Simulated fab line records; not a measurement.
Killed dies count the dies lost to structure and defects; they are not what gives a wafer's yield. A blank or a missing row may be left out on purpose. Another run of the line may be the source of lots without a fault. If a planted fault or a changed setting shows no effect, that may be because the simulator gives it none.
Chamber matching || flow gf180mcu || GF_V1_CMP_04 on cmp-01: 4 sister chambers
The step polishes SiO2. 8 wafers are shown with their chamber, then 7 later ones without.

== WAFERS PAIRED WITH THEIR CHAMBERS ==
{"wafer": "L724.1", "chamber": 2, "motor-current-A (A)": 11.0, "time-to-endpoint-s (s)": 81}
{"wafer": "L724.5", "chamber": 0, "motor-current-A (A)": 11.9, "time-to-endpoint-s (s)": 87}
{"wafer": "L727.4", "chamber": 0, "motor-current-A (A)": 12.2, "time-to-endpoint-s (s)": 85}
{"wafer": "L733.2", "chamber": 2, "motor-current-A (A)": 11.3, "time-to-endpoint-s (s)": 83}
{"wafer": "L738.1", "chamber": 3, "motor-current-A (A)": 10.9, "time-to-endpoint-s (s)": 75}
{"wafer": "L738.6", "chamber": 1, "motor-current-A (A)": 12.1, "time-to-endpoint-s (s)": 80}
{"wafer": "L741.1", "chamber": 3, "motor-current-A (A)": 11.3, "time-to-endpoint-s (s)": 74}
{"wafer": "L741.2", "chamber": 1, "motor-current-A (A)": 12.2, "time-to-endpoint-s (s)": 80}

== WAFERS WHOSE CHAMBER IS MISSING ==
{"wafer": "L741.6", "motor-current-A (A)": 11.7, "time-to-endpoint-s (s)": 88}
{"wafer": "L743.3", "motor-current-A (A)": 11.5, "time-to-endpoint-s (s)": 75}
{"wafer": "L743.5", "motor-current-A (A)": 11.5, "time-to-endpoint-s (s)": 81}
{"wafer": "L743.6", "motor-current-A (A)": 11.3, "time-to-endpoint-s (s)": 87}
{"wafer": "L744.1", "motor-current-A (A)": 12.3, "time-to-endpoint-s (s)": 79}
{"wafer": "L744.4", "motor-current-A (A)": 10.8, "time-to-endpoint-s (s)": 80}
{"wafer": "L744.5", "motor-current-A (A)": 12.1, "time-to-endpoint-s (s)": 85}

== WHICH CHAMBER EACH ONE RAN IN ==
{"wafer": "L741.6", "from the rows above": 0, "in truth": 0}
{"wafer": "L743.3", "from the rows above": 3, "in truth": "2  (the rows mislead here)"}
{"wafer": "L743.5", "from the rows above": "can't be placed: 2 or 1", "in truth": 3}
{"wafer": "L743.6", "from the rows above": "can't be placed: 0 or 2", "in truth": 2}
{"wafer": "L744.1", "from the rows above": 1, "in truth": 1}
{"wafer": "L744.4", "from the rows above": 2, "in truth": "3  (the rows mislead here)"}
{"wafer": "L744.5", "from the rows above": 0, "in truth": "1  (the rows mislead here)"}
Placed correctly: 2 of 7. These rows do not allow placing 2 (true chamber among the candidates in 1). 3 placed wrongly.
How it was worked out, from the rows above alone: a wafer's distance from a chamber is the root of the sum, over the readings, of the square of ((its reading less the chamber's mean) divided by the reading's scatter). If the next closest chamber is less than 2 further off than the closest, the wafer can't be placed; otherwise it belongs to the closest. The mean given for a chamber averages the wafers shown for that chamber. The scatter is the square root of a quotient: the sum, over the shown wafers, of each reading's squared deviation from its chamber's mean, divided by wafers minus chambers.
